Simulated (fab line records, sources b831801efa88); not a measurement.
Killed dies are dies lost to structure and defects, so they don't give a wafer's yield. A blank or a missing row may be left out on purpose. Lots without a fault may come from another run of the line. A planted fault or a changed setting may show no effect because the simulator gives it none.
Problem report in the 8D (eight disciplines) form, filled by code | flow sky130 | the parts of the form that need people (team, actions taken, sign-off) are left out

1. THE PROBLEM
strip_time_to_endpoint_s at SKY_METAL1_STRIP_20 reads a mean of 1.88 s on 4 wafers of 2 lots; wafers without a fault read 2.72 s with a standard deviation of 0.044. That is -19 standard deviations from the usual mean.
The step: strips in O2/N2.
First seen on wafer L701.1, day 40 08:43, on plasma_asher-03. The record holds 33 wafers of 11 lots with a number at this step. Rule for "out", or "out of limits": more than 4 standard deviations from the usual mean. The other wafers with a number count as sound.

2. WHAT IT IS AND WHAT IT IS NOT
question                    | is                                       | is not
which readings at this step | strip_time_to_endpoint_s, oes_product_au | drypump_motor_current_A
which lots                  | L701, L702                               | L683, L684, L685, L690, L691, L692, L693, L699, L704
which wafers of those lots  | L701.1, L701.6, L702.3, L702.5           | L701.2, L702.2
read on which tools         | plasma_asher-01, plasma_asher-03         | plasma_asher-04
when                        | from day 40 08:43                        | up to then (19 sound wafers); but 10 sound wafers of L693, L699, L702, L704 came after

3. SUSPECTS, AND WHAT RULES EACH OUT
Counting: a tool at a process step up to the reading stays a suspect if it ran every lot that is out. Sound lots after the first of them don't rule it out here, since some wafers of a struck lot are sound.
- cvd_w-01 at SKY_CONTACT_CVD_24 (deposits W, target thk 340 nm, time 102.12 s): kept. It ran every lot that is out, first L701 (day 39 07:22); its last sound lot up to then is L691 (day 34 07:13).
- rie_metal-04 at SKY_METAL1_DESCUM_17 (chemistry O2, time 8 s): kept. It ran every lot that is out, first L701 (day 40 08:32); its last sound lot up to then is L691 (day 35 10:14).
- rie_metal-04 at SKY_METAL1_METAL_ETCH_19 (etches the open film in Cl2/BCl3, stops on SiO2, target depth 360 nm, time 78 s): kept. It ran every lot that is out, first L701 (day 40 08:38); its last sound lot up to then is L691 (day 35 10:20).
- Within rie_metal-04 at SKY_METAL1_DESCUM_17: the wafers that are out ran in chamber 1; their sound lot-mates ran in chamber 0.
- Within rie_metal-04 at SKY_METAL1_METAL_ETCH_19: the wafers that are out ran in chamber 1; their sound lot-mates ran in chamber 0.
Left after counting: cvd_w-01 at SKY_CONTACT_CVD_24, rie_metal-04 at SKY_METAL1_DESCUM_17, rie_metal-04 at SKY_METAL1_METAL_ETCH_19.

4. THE CAUSE (what the simulator had put in)
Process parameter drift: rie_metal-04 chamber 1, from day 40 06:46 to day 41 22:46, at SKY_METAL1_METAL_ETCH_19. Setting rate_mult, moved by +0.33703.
Counting left 3 suspects, and this tool is among them.

5. THE CHAIN OF EFFECTS, in route order
Each row: a reading whose mean over the struck wafers that have a number lies more than 3 standard deviations from the usual. Only readings for which the record gives a usual standard deviation are gone through. hours: the time from each lot's start at the first step in this table that gives one to its start at this step, as a median over the lots. sigmas: the change in usual standard deviations.
hours | step                | reading                  | usual      | on struck wafers | change | sigmas
0     | SKY_METAL1_STRIP_20 | oes_product_au           | 0.344 a.u. | 0.309            | -0.034 | -6.5
0     | SKY_METAL1_STRIP_20 | strip_time_to_endpoint_s | 2.72 s     | 1.88             | -0.85  | -19
The process steps in it:
- SKY_METAL1_STRIP_20: strips in O2/N2.

6. WHAT WOULD HAVE CAUGHT IT SOONER
In this record the first reading out of limits was taken at day 40 08:43, 2 hours after the fault began at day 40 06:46.
Of the tool readings at SKY_METAL1_METAL_ETCH_19 for which the record gives a usual standard deviation, none was out on any struck wafer, so an alarm limit of 4 standard deviations on them would not have fired.
Of the lots that are out (2), L702 began SKY_METAL1_METAL_ETCH_19 on rie_metal-04 after day 40 08:43. A hold on the tool at that time would have spared it.
